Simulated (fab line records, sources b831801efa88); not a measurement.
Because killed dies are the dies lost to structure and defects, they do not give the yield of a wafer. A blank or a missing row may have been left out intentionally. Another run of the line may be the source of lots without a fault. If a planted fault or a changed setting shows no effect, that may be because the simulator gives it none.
Which of the tools did it? / flow sky130 / 12 lots with 36 wafers sampled at 4 steps, on a route of 708 steps

WHAT EACH GAUGE READ, for each wafer
SKY_VT_ADJUST_LVTN_TW_MEAS_21. Usual: VT_ADJUST_LVTN_2_TW gives 189.1 (standard deviation 1.2).
lot=L473; measured=day 8 12:40; on=film metro-04; VT_ADJUST_LVTN_2_TW=190.6 190.1 190.4; flag=
lot=L474; measured=day 8 17:38; on=film metro-01; VT_ADJUST_LVTN_2_TW=187.3 187.6 187.2; flag=
lot=L475; measured=day 8 22:59; on=film metro-01; VT_ADJUST_LVTN_2_TW=188.4 188.6 188.6; flag=
lot=L478; measured=day 9 23:02; on=film metro-04; VT_ADJUST_LVTN_2_TW=189.9 190.3 189.8; flag=
lot=L484; measured=day 11 07:14; on=film metro-01; VT_ADJUST_LVTN_2_TW=187.8 188.6 188.4; flag=
lot=L485; measured=day 11 14:25; on=film metro-03; VT_ADJUST_LVTN_2_TW=187.4 186.0 187.2; flag=
lot=L486; measured=day 11 22:34; on=film metro-04; VT_ADJUST_LVTN_2_TW=190.4 191.0 189.1; flag=
lot=L487; measured=day 12 10:49; on=film metro-04; VT_ADJUST_LVTN_2_TW=190.1 189.5 189.4; flag=
lot=L489; measured=day 12 15:33; on=film metro-03; VT_ADJUST_LVTN_2_TW=187.6 187.6 187.5; flag=
lot=L491; measured=day 13 07:55; on=film metro-01; VT_ADJUST_LVTN_2_TW=188.3 187.6 188.4; flag=
lot=L492; measured=day 13 14:35; on=film metro-04; VT_ADJUST_LVTN_2_TW=190.7 189.8 190.2; flag=
lot=L494; measured=day 14 07:55; on=film metro-04; VT_ADJUST_LVTN_2_TW=189.0 189.0 190.8; flag=

SKY_GATE_OXIDE_OVL_MEAS_10. Usual: GATE_OXIDE_OVL gives 0.8 nm (standard deviation 1.4).
lot=L473; measured=day 14 13:44; on=overlay-02; GATE_OXIDE_OVL (nm)=0.5 1.7 0.3; flag=
lot=L474; measured=day 14 22:59; on=overlay-01; GATE_OXIDE_OVL (nm)=0.3 -1.6 -0.7; flag=
lot=L475; measured=day 15 04:15; on=overlay-02; GATE_OXIDE_OVL (nm)=-0.1 0.4 0.6; flag=
lot=L478; measured=day 16 12:14; on=overlay-02; GATE_OXIDE_OVL (nm)=1.4 1.7 2.8; flag=
lot=L484; measured=day 18 06:23; on=overlay-01; GATE_OXIDE_OVL (nm)=0.8 1.2 1.2; flag=
lot=L485; measured=day 18 17:28; on=overlay-02; GATE_OXIDE_OVL (nm)=-0.5 1.2 -1.2; flag=
lot=L486; measured=day 19 01:52; on=overlay-01; GATE_OXIDE_OVL (nm)=-2.4 -2.2 0.8; flag=
lot=L487; measured=day 19 19:11; on=overlay-02; GATE_OXIDE_OVL (nm)=1.7 0.1 1.1; flag=
lot=L489; measured=day 20 01:34; on=overlay-02; GATE_OXIDE_OVL (nm)=2.0 0.7 0.7; flag=
lot=L491; measured=day 20 19:05; on=overlay-02; GATE_OXIDE_OVL (nm)=2.6 1.8 0.8; flag=
lot=L492; measured=day 21 05:41; on=overlay-01; GATE_OXIDE_OVL (nm)=0.5 0.2 -0.4; flag=
lot=L494; measured=day 21 23:40; on=overlay-01; GATE_OXIDE_OVL (nm)=3.7 2.6 1.2; flag=

TOOL THAT RAN EACH LOT (tool first, then ch and the chambers of the sampled wafers, then the start)
lot=L473; SKY_FIELD_ISO_CMP_27=cmp-01 ch 0,1,3, day 2 22:04; SKY_GATE_OXIDE_COAT_05=litho track-01 ch 0, day 14 00:26
lot=L474; SKY_FIELD_ISO_CMP_27=cmp-01 ch 0,2,3, day 3 02:16; SKY_GATE_OXIDE_COAT_05=litho track-01 ch 0, day 14 09:12
lot=L475; SKY_FIELD_ISO_CMP_27=cmp-02 ch 0,2,3, day 3 06:32; SKY_GATE_OXIDE_COAT_05=litho track-01 ch 0, day 14 14:53
lot=L478; SKY_FIELD_ISO_CMP_27=cmp-01 ch 2,3, day 3 23:22; SKY_GATE_OXIDE_COAT_05=litho track-04 ch 0, day 15 22:11
lot=L484; SKY_FIELD_ISO_CMP_27=cmp-02 ch 0,2,3, day 5 04:24; SKY_GATE_OXIDE_COAT_05=litho track-04 ch 0, day 17 15:23
lot=L485; SKY_FIELD_ISO_CMP_27=cmp-01 ch 1,2, day 5 11:44; SKY_GATE_OXIDE_COAT_05=litho track-02 ch 0, day 18 02:14
lot=L486; SKY_FIELD_ISO_CMP_27=cmp-02 ch 1,2,3, day 5 14:01; SKY_GATE_OXIDE_COAT_05=litho track-04 ch 0, day 18 11:32
lot=L487; SKY_FIELD_ISO_CMP_27=cmp-02 ch 0,3, day 6 00:10; SKY_GATE_OXIDE_COAT_05=litho track-04 ch 0, day 19 03:14
lot=L489; SKY_FIELD_ISO_CMP_27=cmp-01 ch 0,3, day 6 05:59; SKY_GATE_OXIDE_COAT_05=litho track-01 ch 0, day 19 09:27
lot=L491; SKY_FIELD_ISO_CMP_27=cmp-01 ch 0,1,2, day 6 19:01; SKY_GATE_OXIDE_COAT_05=litho track-01 ch 0, day 20 03:43
lot=L492; SKY_FIELD_ISO_CMP_27=cmp-01 ch 1,2, day 6 22:50; SKY_GATE_OXIDE_COAT_05=litho track-01 ch 0, day 20 14:31
lot=L494; SKY_FIELD_ISO_CMP_27=cmp-02 ch 0,2,3, day 7 11:09; SKY_GATE_OXIDE_COAT_05=litho track-02 ch 0, day 21 09:05
- SKY_FIELD_ISO_CMP_27: polishes, stops on Si3N4, t overpolish 16 s, target thk 457.8 nm.
- SKY_GATE_OXIDE_COAT_05: resist thk 1140 nm.

AS READ BY THE TOOLS THEMSELVES (means over the sampled wafers that have a number; for cases with no such wafer, the mark the record gives instead)
SKY_FIELD_ISO_CMP_27. Usual: motor current A 11.9 A, standard deviation 1.3; overpolish run s 16.000 s, standard deviation 0.0093; time to endpoint s 113 s, standard deviation 4.3.
lot=L473; tool=cmp-01; motor current A (A)=11.9; overpolish run s (s)=16.001; time to endpoint s (s)=109; flag=
lot=L474; tool=cmp-01; motor current A (A)=10.6; overpolish run s (s)=16.004; time to endpoint s (s)=112; flag=
lot=L475; tool=cmp-02; motor current A (A)=12.4; overpolish run s (s)=16.006; time to endpoint s (s)=114; flag=
lot=L478; tool=cmp-01; motor current A (A)=11.4; overpolish run s (s)=15.994; time to endpoint s (s)=113; flag=
lot=L484; tool=cmp-02; motor current A (A)=12.2; overpolish run s (s)=16.001; time to endpoint s (s)=111; flag=
lot=L485; tool=cmp-01; motor current A (A)=13.1; overpolish run s (s)=15.991; time to endpoint s (s)=118; flag=
lot=L486; tool=cmp-02; motor current A (A)=11.9; overpolish run s (s)=16.004; time to endpoint s (s)=115; flag=
lot=L487; tool=cmp-02; motor current A (A)=13.1; overpolish run s (s)=16.003; time to endpoint s (s)=106; flag=
lot=L489; tool=cmp-01; motor current A (A)=10.0; overpolish run s (s)=16.007; time to endpoint s (s)=119; flag=
lot=L491; tool=cmp-01; motor current A (A)=11.6; overpolish run s (s)=16.001; time to endpoint s (s)=116; flag=
lot=L492; tool=cmp-01; motor current A (A)=12.2; overpolish run s (s)=16.002; time to endpoint s (s)=121; flag=
lot=L494; tool=cmp-02; motor current A (A)=12.0; overpolish run s (s)=15.997; time to endpoint s (s)=110; flag=

SKY_GATE_OXIDE_COAT_05. Usual: spin speed rpm reads 3000.1 rpm (standard deviation 1.8).
lot=L473; tool=litho track-01; spin speed rpm (rpm)=2998.8; flag=
lot=L474; tool=litho track-01; spin speed rpm (rpm)=3001.1; flag=
lot=L475; tool=litho track-01; spin speed rpm (rpm)=2998.4; flag=
lot=L478; tool=litho track-04; spin speed rpm (rpm)=2999.4; flag=
lot=L484; tool=litho track-04; spin speed rpm (rpm)=3000.7; flag=
lot=L485; tool=litho track-02; spin speed rpm (rpm)=2999.8; flag=
lot=L486; tool=litho track-04; spin speed rpm (rpm)=2998.1; flag=
lot=L487; tool=litho track-04; spin speed rpm (rpm)=3001.8; flag=
lot=L489; tool=litho track-01; spin speed rpm (rpm)=3001.6; flag=
lot=L491; tool=litho track-01; spin speed rpm (rpm)=2998.0; flag=
lot=L492; tool=litho track-01; spin speed rpm (rpm)=3003.6; flag=
lot=L494; tool=litho track-02; spin speed rpm (rpm)=3000.2; flag=

THE ANSWER, worked out from the rows above alone
Rule: lot off if the mean of its wafers having a number is beyond 3 standard deviations from the usual mean. A lot without any number at a reading at which 4 lots or more have one is off too. Where the step has rows for the other lots, those lots are counted as sound. After the gauges, taken in route order, come the tools' own readings; for these a lot's mean is taken, as printed above. At the first step where some lot is off, the reading lying furthest off is the one used; lots without a number count as furthest.
Across all readings shown, no lot is off: no conclusion can be drawn from this.

WHAT THE SIMULATOR HAD PUT IN
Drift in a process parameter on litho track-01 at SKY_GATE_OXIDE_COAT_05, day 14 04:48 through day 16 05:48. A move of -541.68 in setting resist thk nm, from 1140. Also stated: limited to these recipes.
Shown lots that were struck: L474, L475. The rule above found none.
